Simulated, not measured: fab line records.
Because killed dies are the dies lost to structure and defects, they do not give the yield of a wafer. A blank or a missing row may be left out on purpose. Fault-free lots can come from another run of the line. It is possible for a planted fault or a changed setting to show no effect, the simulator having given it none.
One fault through the eyes of 2 desks || flow sky130 || each desk holds nothing but its own numbers, with what lay behind them at the end

## FOR THE TOOL OWNER'S DESK: lpcvd-02
The tool's own readings at SKY_SPACER_CVD_00 (deposits Si3N4 from DCS/NH3, target thk 43.1 nm, time 740 s): means of the sampled wafers that have a number, for each lot that ran on this tool. The brackets show how far a lot's mean lies from the usual mean; more than 4 standard deviations puts the lot out of limits, marked OUT.
Columns: A = spike-tc-bottom-C at SKY_SPACER_CVD_00, usual 790.0 C; B = zone-power-centre-pct at SKY_SPACER_CVD_00, usual 14.2 %; C = zone-power-lower-pct at SKY_SPACER_CVD_00, usual 13.9 %
{"lot": "L947", "first seen here": "day 22 11:43", "A": 789.1, "B": 13.7, "C": 14.7}
{"lot": "L948", "first seen here": "day 22 14:29", "A": 788.6, "B": 13.7, "C": 14.9}
{"lot": "L949", "first seen here": "day 23 12:22", "A": 790.1, "B": 13.8, "C": 14.8}
{"lot": "L950", "first seen here": "day 23 14:10", "A": 791.3, "B": 14.8, "C": 12.7}
{"lot": "L951", "first seen here": "day 24 05:01", "A": 789.5, "B": 13.6, "C": 14.9}
{"lot": "L952", "first seen here": "day 25 02:02", "A": 789.2, "B": 13.7, "C": 14.7}
{"lot": "L960", "first seen here": "day 28 00:55", "A": 790.7, "B": 14.9, "C": 12.8}
{"lot": "L961", "first seen here": "day 28 10:13", "A": 789.3, "B": 13.7, "C": 14.7}
{"lot": "L962", "first seen here": "day 28 16:22", "A": 790.1, "B": 13.7, "C": 14.8}
This desk's finding: nothing out of limits on any of the 9 lots.

## FROM THE METROLOGY DESK
What the gauges read, lot by lot, whatever tool the lot ran on: means of the sampled wafers that have a number. The brackets show how far a lot's mean lies from the usual mean; more than 4 standard deviations puts the lot out of limits, marked OUT.
Columns: A = LDD_LDN_OVL at SKY_LDD_LDN_OVL_MEAS_07, usual -1.5 nm; B = SPACER_CVD_00_THK at SKY_SPACER_THK_MEAS_01, usual 43.2 nm
{"lot": "L947", "first seen here": "day 22 09:40", "A": 1.3, "B": 43.0}
{"lot": "L948", "first seen here": "day 22 13:13", "A": -1.0, "B": 43.1}
{"lot": "L949", "first seen here": "day 23 09:23", "A": -1.0, "B": 43.5}
{"lot": "L950", "first seen here": "day 23 13:07", "A": 0.8, "B": 43.6}
{"lot": "L951", "first seen here": "day 24 04:11", "A": -1.1, "B": 43.1}
{"lot": "L952", "first seen here": "day 24 23:56", "A": -1.9, "B": 42.7}
{"lot": "L960", "first seen here": "day 28 00:04", "A": -3.7, "B": 43.5}
{"lot": "L961", "first seen here": "day 28 09:22", "A": -1.4, "B": "39.8 (-9.2) OUT"}
{"lot": "L962", "first seen here": "day 28 15:31", "A": -0.2, "B": "39.6 (-9.6) OUT"}
Finding of this desk: L961, L962 out of limits, first seen on L961 at day 28 11:25 (SPACER_CVD_00_THK at SKY_SPACER_THK_MEAS_01). In limits: L947, L948, L949, L950, L951, L952, L960.

## ALL TOGETHER
On L961, L962, the metrology desk was in a position to raise an alarm at day 28 11:25.
Nothing out of limits was seen by the tool owner's desk.
Tool owner's desk: L961, L962 on record, inside its limits.
Every lot named ran SKY_SPACER_CVD_00 on lpcvd-02.

## WHAT THE SIMULATOR HAD INSERTED
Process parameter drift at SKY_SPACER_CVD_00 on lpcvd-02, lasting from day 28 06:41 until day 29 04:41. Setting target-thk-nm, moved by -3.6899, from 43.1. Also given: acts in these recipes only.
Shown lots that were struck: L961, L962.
Per desk, hours elapsed from the start of the fault to the first reading out of limits: for the metrology desk, 5.
